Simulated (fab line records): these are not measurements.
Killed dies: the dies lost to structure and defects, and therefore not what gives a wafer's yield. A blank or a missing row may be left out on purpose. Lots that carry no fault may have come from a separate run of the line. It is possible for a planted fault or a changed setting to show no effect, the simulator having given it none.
Split-lot study | flow gf180mcu | route with 602 steps; 5 lots, 23 wafers read

ON THE SPLIT
At GF_MVPSD_COAT_02 (resist thk 3000 nm), the setting spin-rpm was moved away from the recipe's 2000 rpm on 4 of the 23 wafers read, by -3.8% to +4.0%. This setting was run at the recipe's value on the other wafers.

The reading is taken at the split's own step.

THE READING
coat_of_MVPSD_COAT_02.thk-nm (the simulator's own value, which no gauge read), in nm, at GF_MVPSD_COAT_02 (resist thk 3000 nm). No usual value for it is given in the file. The 19 wafers here that ran the recipe average 2999 nm, standard deviation 8.1 nm.

wafer  | tool, chamber at the split | spin-rpm as run, rpm | against the recipe | coat_of_MVPSD_COAT_02.thk-nm, nm | against lot-mates on the recipe
L074.1 | litho-track-04, 0          | 2000                 | recipe             | 2995                             | -
L074.2 | litho-track-04, 0          | 2000                 | recipe             | 2996                             | -
L074.3 | litho-track-04, 0          | 2000                 | recipe             | 2998                             | -
L074.4 | litho-track-04, 0          | 2000                 | recipe             | 2988                             | -
L074.5 | litho-track-04, 0          | 2000                 | recipe             | 2999                             | -
L077.1 | litho-track-04, 0          | 2079                 | +4.0%              | 2939                             | -55
L077.2 | litho-track-04, 0          | 2000                 | recipe             | 2994                             | -
L077.4 | litho-track-04, 0          | 2000                 | recipe             | 2992                             | -
L077.5 | litho-track-04, 0          | 2000                 | recipe             | 2995                             | -
L077.6 | litho-track-04, 0          | 2079                 | +4.0%              | 2943                             | -51
L081.1 | litho-track-03, 0          | 2000                 | recipe             | 3004                             | -
L081.2 | litho-track-03, 0          | 2000                 | recipe             | 3017                             | -
L081.3 | litho-track-03, 0          | 2000                 | recipe             | 3011                             | -
L081.5 | litho-track-03, 0          | 2000                 | recipe             | 3012                             | -
L081.6 | litho-track-03, 0          | 2000                 | recipe             | 3009                             | -
L082.2 | litho-track-04, 0          | 2000                 | recipe             | 2996                             | -
L082.3 | litho-track-04, 0          | 2000                 | recipe             | 2998                             | -
L082.5 | litho-track-04, 0          | 2000                 | recipe             | 2985                             | -
L084.1 | litho-track-02, 0          | 1923                 | -3.8%              | 3051                             | +55
L084.2 | litho-track-02, 0          | 2000                 | recipe             | 2995                             | -
L084.3 | litho-track-02, 0          | 2000                 | recipe             | 2993                             | -
L084.4 | litho-track-02, 0          | 2000                 | recipe             | 3001                             | -
L084.5 | litho-track-02, 0          | 1923                 | -3.8%              | 3046                             | +50

FIT RESULTS
A straight line over all 23 wafers: coat_of_MVPSD_COAT_02.thk-nm changes by -13.8 nm for each +1% of spin-rpm; r = -0.95; the points scatter about the line by 7.9 nm.
The same after taking each lot's own level away (the mean of its wafers on the recipe; 23 wafers): -13.4 nm for each +1%; r = -0.99; scatter 3.9 nm.
The reading moves by 53 nm for the largest change in spin-rpm, on that fit.
From 2993.0 to 3010.6 nm: that is the span of the lots' own levels, equal to 2.2 times the standard deviation above.
So the lot-to-lot level changes the slope little: the two slopes agree.
Check: with one of the wafers moved furthest among these (+4.0%) left out of the fit, the line predicts -52.3 nm for it against its lot-mates. Against them it came out at -54.7 nm.

THESE WAFERS: OTHER SPLITS
These wafers also went through other splits before the reading. Each is held against what the fit with the lots' levels taken away leaves over:
other split on the same wafers   | wafers away from the commonest value | r with coat_of_MVPSD_COAT_02.thk-nm (lot level and that fit taken away)
GF_STI_OXIDATION_01 temp-c       | 18                                   | +0.00
GF_STI_PEB_10 peb-temp-c         | 12                                   | +0.05
GF_DNWELL_COAT_02 spin-rpm       | 6                                    | -0.20
GF_DNWELL_STRIP_08 platen-temp-c | 5                                    | -0.31
GF_NWELL_IMPLANT_09 energy-kev   | 9                                    | -0.13

THE WHOLE CHAIN: every reading that the file lists as answering this split, in the file's order
step              | what it does       | reading                                                                       | change (the file's fit)              | r (the file's)
GF_MVPSD_COAT_02  | resist thk 3000 nm | coat_of_MVPSD_COAT_02.thk-nm (the simulator's own value, which no gauge read) | -13.4 nm for each +1% of the setting | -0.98
GF_MVPSD_STRIP_10 | strips in O2/N2    | strip-time-to-endpoint-s                                                      | withheld for each +1% of the setting | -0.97

FILE'S OWN FIT
coat_of_MVPSD_COAT_02.thk-nm changes by -13.4 nm for each +1% of spin-rpm, r = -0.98.
